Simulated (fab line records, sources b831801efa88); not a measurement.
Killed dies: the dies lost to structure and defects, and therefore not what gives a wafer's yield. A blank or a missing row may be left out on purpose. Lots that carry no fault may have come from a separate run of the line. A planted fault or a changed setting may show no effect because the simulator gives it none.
Comparing a struck lot with a sound one | flow gf180mcu | 17 out of 602 route steps
Sound: wafers L969.1, L969.2, L969.3. Struck: wafers L979.4, L979.6. (L979.3 of the same lot was not struck and is left out.) The cause comes at the end.
For every step that has rows: the tool of each side, followed by ch and its chambers, followed by its first start. Under that, the readings that differ: sound wafers | struck wafers | difference of the means | sigmas: that difference in standard deviations of wafers without a fault.
alike: a reading whose means differ by less than 2 such deviations, as well as words and numbers matching on both sides. not compared: withheld readings; readings where some wafer has no value; bounds like >300 that might hide an equal value; numbers whose values overlap and for which the record gives no deviation.
A row with sigmas, a row that says differs or no value, or rows on one side alone: a step with any of these is where the two part. Non-overlapping numbers with no deviation appear without sigmas and do not part them. A reading missing from all wafers of one side parts the sides only when that side holds two or more wafers.

first, 4 steps without rows for these wafers: GF_M4_SOFTBAKE_10 (time 60 s); GF_M4_EXPOSE_11 (exposes mask Metal4, target cd 280 nm); GF_M4_PEB_12 (peb time 90 s); GF_M4_DEVELOP_13 (develop time 60 s).
GF_M4_CD_MEAS_14: the cd target is 280 nm.
  sound on cd sem-02, day 24 12:08; struck on cd sem-02, day 28 00:35
  reading    | sound             | struck      | difference | sigmas
  cd nm (nm) | 282.0 281.8 281.3 | 279.5 278.9 | -2.5       | -2
GF_M4_OVL_MEAS_15:
  sound on overlay-01, day 24 12:15; struck on overlay-02, day 28 00:40
  alike: M4_OVL
GF_M4_METAL_ETCH_16: etches the open film in Cl2/BCl3, stops on SiO2, target depth 627.5 nm, time 104.6 s.
  sound on rie metal-02 ch 0,1, day 24 12:17; struck on rie metal-03 ch 1, day 28 00:46
  reading                     | sound       | struck  | difference | sigmas
  drypump motor current A (A) | 5.6 5.4 5.6 | 6.7 6.7 | +1.2       | +3
  alike: he backside leak sccm, oes product au, throttle valve pct
  not compared: rf hours counter h
GF_M4_STRIP_17: strips in O2/N2.
  sound on plasma asher-01 ch 0,1, day 24 12:24; struck on plasma asher-04 ch 0,1, day 28 00:57
  alike: drypump motor current A, heater power w, oes product au, strip time to endpoint s
  not compared: rf hours counter h
then, 3 steps without rows for these wafers: GF_M4_STRIP_18 (strips in post etch residue remover, time 1200 s); GF_M4_CLEAN_19 (cleans in DIW); GF_V4_CVD_00 (deposits SiO2, target thk 600 nm, time 100 s).
GF_V4_THK_MEAS_01:
  sound on film metro-01, day 24 13:06; struck on film metro-01, day 28 01:34
  alike: V4_CVD_00_THK
GF_V4_CVD_02: deposits SiO2 from TEOS, target thk 850 nm, time 94.851 s.
  sound on pecvd-03 ch 0,1,2, day 24 13:10; struck on pecvd-02 ch 1,2, day 28 01:36
  reading                             | sound             | struck    | difference | sigmas
  model.SiO2_of_V4_CVD_02.thk nm (nm) | 843.1 843.1 844.4 | 1565 1560 | +719       |
  alike: heater power w
GF_V4_THK_MEAS_03:
  sound on film metro-01, day 24 13:14; struck on film metro-01, day 28 01:41
  reading            | sound       | struck    | difference | sigmas
  V4_CVD_02_THK (nm) | 843 843 844 | 1566 1561 | +720       | +60
GF_V4_CMP_04: polishes SiO2.
  sound on cmp-02 ch 0,1,3, day 24 13:17; struck on cmp-01 ch 0,2, day 28 01:49
  reading                | sound    | struck  | difference | sigmas
  time to endpoint s (s) | 73 80 78 | 339 335 | +260       | +48
  alike: motor current A
GF_V4_BOW_MEAS_05:
  sound on film metro-01, day 24 13:35; struck on film metro-04, day 28 02:04
  alike: V4_BOW
-- the record jumps here: 5 days lie between the struck wafers' starts before and after (it left off in module V4 and takes up again in module PASSIVATION, whose first step shown is number 602 of the route) --
GF_PASSIVATION_PROBE_99:
  record: rows for the struck wafers here (prober-02, day 32 23:38), none for the sound ones

== WHERE THEY PART ==
Earliest at GF_M4_CD_MEAS_14; latest, in this record, at GF_PASSIVATION_PROBE_99.

WHY: what the simulator had put in
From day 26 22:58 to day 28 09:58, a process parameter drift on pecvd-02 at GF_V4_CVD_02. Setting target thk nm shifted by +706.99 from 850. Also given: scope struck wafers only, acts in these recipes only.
